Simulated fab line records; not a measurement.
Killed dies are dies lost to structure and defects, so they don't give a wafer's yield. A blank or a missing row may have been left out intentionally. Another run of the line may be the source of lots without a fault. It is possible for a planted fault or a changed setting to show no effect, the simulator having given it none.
Which tool is to blame? / flow sky130 / 72 wafers from 24 lots sampled at 3 of the route's 708 steps

## WHAT THE GAUGES SHOWED, per wafer
SKY_PWDE_OVL_MEAS_07. Usual: PWDE_OVL 0.0 nm, standard deviation 1.4.
lot=L074; measured=day 3 20:47; on=overlay-02; PWDE_OVL (nm)=0.0 0.5 -1.4; flag=
lot=L075; measured=day 4 02:47; on=overlay-01; PWDE_OVL (nm)=1.0 1.0 1.8; flag=
lot=L076; measured=day 4 09:33; on=overlay-01; PWDE_OVL (nm)=0.2 0.0 0.8; flag=
lot=L077; measured=day 4 15:47; on=overlay-01; PWDE_OVL (nm)=-0.2 -2.1 -1.6; flag=
lot=L078; measured=day 4 18:20; on=overlay-02; PWDE_OVL (nm)=-1.0 -0.5 -1.0; flag=
lot=L079; measured=day 4 23:29; on=overlay-02; PWDE_OVL (nm)=1.9 1.4 1.3; flag=
lot=L080; measured=day 5 07:55; on=overlay-02; PWDE_OVL (nm)=0.2 -1.0 -1.8; flag=
lot=L081; measured=day 5 13:37; on=overlay-02; PWDE_OVL (nm)=0.6 1.2 1.8; flag=
lot=L082; measured=day 5 15:49; on=overlay-02; PWDE_OVL (nm)=-0.7 -0.1 0.6; flag=
lot=L083; measured=day 5 21:39; on=overlay-01; PWDE_OVL (nm)=-1.8 -3.2 -2.3; flag=
lot=L084; measured=day 6 04:24; on=overlay-02; PWDE_OVL (nm)=1.8 1.6 1.3; flag=
lot=L085; measured=day 6 10:20; on=overlay-01; PWDE_OVL (nm)=1.3 0.5 3.5; flag=
lot=L086; measured=day 6 14:16; on=overlay-02; PWDE_OVL (nm)=-1.6 0.5 -1.0; flag=
lot=L087; measured=day 6 19:29; on=overlay-01; PWDE_OVL (nm)=-2.2 -2.1 1.2; flag=
lot=L088; measured=day 7 04:19; on=overlay-02; PWDE_OVL (nm)=0.9 0.4 3.9; flag=
lot=L089; measured=day 7 13:05; on=overlay-01; PWDE_OVL (nm)=0.7 1.2 1.3; flag=
lot=L090; measured=day 7 15:14; on=overlay-02; PWDE_OVL (nm)=-0.4 0.1 1.6; flag=
lot=L091; measured=day 7 18:10; on=overlay-02; PWDE_OVL (nm)=-2.0 -0.8 0.2; flag=
lot=L092; measured=day 7 22:34; on=overlay-01; PWDE_OVL (nm)=-1.0 -2.6 -0.3; flag=
lot=L093; measured=day 8 07:56; on=overlay-02; PWDE_OVL (nm)=0.7 1.0 0.6; flag=
lot=L094; measured=day 8 15:16; on=overlay-02; PWDE_OVL (nm)=1.7 2.4 1.3; flag=
lot=L095; measured=day 8 21:57; on=overlay-01; PWDE_OVL (nm)=-1.5 -2.7 -0.8; flag=
lot=L096; measured=day 9 05:38; on=overlay-01; PWDE_OVL (nm)=0.3 -0.1 0.3; flag=
lot=L097; measured=day 9 11:31; on=overlay-02; PWDE_OVL (nm)=-0.4 -0.9 -1.2; flag=

SKY_GATE_OXIDE_OVL_MEAS_10. Usual: GATE_OXIDE_OVL 0.5 nm, standard deviation 1.3.
lot=L074; measured=day 13 19:19; on=overlay-02; GATE_OXIDE_OVL (nm)=0.6 1.0 0.0; flag=
lot=L075; measured=day 14 05:40; on=overlay-02; GATE_OXIDE_OVL (nm)=1.4 0.4 0.2; flag=
lot=L076; measured=day 14 14:05; on=overlay-01; GATE_OXIDE_OVL (nm)=0.0 0.7 -1.0; flag=
lot=L077; measured=day 15 00:37; on=overlay-02; GATE_OXIDE_OVL (nm)=0.9 2.6 -2.1; flag=
lot=L078; measured=day 15 08:18; on=overlay-01; GATE_OXIDE_OVL (nm)=1.3 -0.3 -0.8; flag=
lot=L079; measured=day 15 14:11; on=overlay-01; GATE_OXIDE_OVL (nm)=0.0 1.9 0.7; flag=
lot=L080; measured=day 16 04:10; on=overlay-01; GATE_OXIDE_OVL (nm)=1.6 -0.8 -1.6; flag=
lot=L081; measured=day 16 11:56; on=overlay-02; GATE_OXIDE_OVL (nm)=1.6 0.0 -1.6; flag=
lot=L082; measured=day 16 17:19; on=overlay-01; GATE_OXIDE_OVL (nm)=0.4 0.1 0.0; flag=
lot=L083; measured=day 16 18:18; on=overlay-02; GATE_OXIDE_OVL (nm)=0.2 -0.8 -0.3; flag=
lot=L084; measured=day 17 07:48; on=overlay-02; GATE_OXIDE_OVL (nm)=2.7 2.3 1.8; flag=
lot=L085; measured=day 17 17:39; on=overlay-01; GATE_OXIDE_OVL (nm)=-0.6 -0.4 -0.7; flag=
lot=L086; measured=day 17 21:35; on=overlay-01; GATE_OXIDE_OVL (nm)=1.2 1.1 1.6; flag=
lot=L087; measured=day 18 06:50; on=overlay-01; GATE_OXIDE_OVL (nm)=0.3 -0.1 0.4; flag=
lot=L088; measured=day 18 19:40; on=overlay-02; GATE_OXIDE_OVL (nm)=0.6 3.3 -0.1; flag=
lot=L089; measured=day 19 06:20; on=overlay-02; GATE_OXIDE_OVL (nm)=-0.7 1.1 0.1; flag=
lot=L090; measured=day 19 18:35; on=overlay-01; GATE_OXIDE_OVL (nm)=2.2 -0.4 0.2; flag=
lot=L091; measured=day 19 18:40; on=overlay-02; GATE_OXIDE_OVL (nm)=0.5 2.2 2.1; flag=
lot=L092; measured=day 19 23:32; on=overlay-01; GATE_OXIDE_OVL (nm)=2.3 1.5 0.1; flag=
lot=L093; measured=day 20 12:43; on=overlay-01; GATE_OXIDE_OVL (nm)=1.2 0.1 0.8; flag=
lot=L094; measured=day 21 00:25; on=overlay-02; GATE_OXIDE_OVL (nm)=-0.9 1.5 3.3; flag=
lot=L095; measured=day 21 11:46; on=overlay-02; GATE_OXIDE_OVL (nm)=-0.4 1.1 2.2; flag=
lot=L096; measured=day 21 19:22; on=overlay-01; GATE_OXIDE_OVL (nm)=0.5 -0.4 2.1; flag=
lot=L097; measured=day 22 06:46; on=overlay-02; GATE_OXIDE_OVL (nm)=-1.1 1.8 -0.3; flag=

SKY_RES_PROTECT_TW_MEAS_08. Usual: POLY_GATE_TW 4042, standard deviation 63.
lot=L074; measured=day 15 02:22; on=film_metro-04; POLY_GATE_TW=4135 4097 4091; flag=
lot=L075; measured=day 15 11:58; on=film_metro-04; POLY_GATE_TW=4090 4097 4093; flag=
lot=L076; measured=day 15 20:20; on=film_metro-02; POLY_GATE_TW=3941 3949 3938; flag=
lot=L077; measured=day 16 08:28; on=film_metro-03; POLY_GATE_TW=4027 4023 4032; flag=
lot=L078; measured=day 16 15:26; on=film_metro-03; POLY_GATE_TW=4027 4011 4006; flag=
lot=L079; measured=day 17 00:11; on=film_metro-03; POLY_GATE_TW=4018 4010 4007; flag=
lot=L080; measured=day 17 12:04; on=film_metro-04; POLY_GATE_TW=4063 4083 4100; flag=
lot=L081; measured=day 17 20:17; on=film_metro-02; POLY_GATE_TW=3985 3963 3962; flag=
lot=L082; measured=day 18 02:10; on=film_metro-02; POLY_GATE_TW=3976 3967 3966; flag=
lot=L083; measured=day 18 03:53; on=film_metro-02; POLY_GATE_TW=3968 3978 3974; flag=
lot=L084; measured=day 18 17:53; on=film_metro-04; POLY_GATE_TW=4122 4093 4117; flag=
lot=L085; measured=day 19 08:45; on=film_metro-03; POLY_GATE_TW=3998 4019 4011; flag=
lot=L086; measured=day 19 09:02; on=film_metro-04; POLY_GATE_TW=4097 4076 4086; flag=
lot=L087; measured=day 19 16:53; on=film_metro-04; POLY_GATE_TW=4093 4104 4093; flag=
lot=L088; measured=day 20 10:29; on=film_metro-02; POLY_GATE_TW=3972 3976 3983; flag=
lot=L089; measured=day 20 17:20; on=film_metro-03; POLY_GATE_TW=4011 4000 3994; flag=
lot=L090; measured=day 21 05:11; on=film_metro-03; POLY_GATE_TW=4039 4006 4035; flag=
lot=L091; measured=day 21 05:28; on=film_metro-02; POLY_GATE_TW=3957 3957 3956; flag=
lot=L092; measured=day 21 10:44; on=film_metro-04; POLY_GATE_TW=4122 4107 4116; flag=
lot=L093; measured=day 21 23:41; on=film_metro-04; POLY_GATE_TW=4112 4114 4083; flag=
lot=L094; measured=day 22 10:28; on=film_metro-02; POLY_GATE_TW=3936 3950 3957; flag=
lot=L095; measured=day 22 22:10; on=film_metro-04; POLY_GATE_TW=4087 4107 4111; flag=
lot=L096; measured=day 23 04:49; on=film_metro-04; POLY_GATE_TW=4130 4131 4120; flag=
lot=L097; measured=day 23 16:46; on=film_metro-04; POLY_GATE_TW=4132 4140 4144; flag=

## WHICH TOOL RAN EACH LOT (tool, then ch and the chambers of the sampled wafers, then the start)
There is no process step in the record ahead of these readings.

## WHAT THE TOOLS THEMSELVES READ (means of the sampled wafers that have a number; where no wafer has one, the mark that the record gives instead)
The record holds no such reading with a usual standard deviation.

## THE ANSWER, worked out from the rows above alone
Rule: lot off if the mean of its wafers having a number is beyond 3 standard deviations from the usual mean. Also off: a lot with no number at a reading for which 4 or more lots have one. All remaining lots with rows at the step are treated as sound. First the gauges in route order, then the tools' own readings, where a lot's mean is used as printed above. At the first step where some lot is off, the reading lying furthest off is the one used; lots without a number count as furthest.
No lot is off at any reading shown: from this, nothing can be told.

## WHAT THE SIMULATOR HAD INSERTED
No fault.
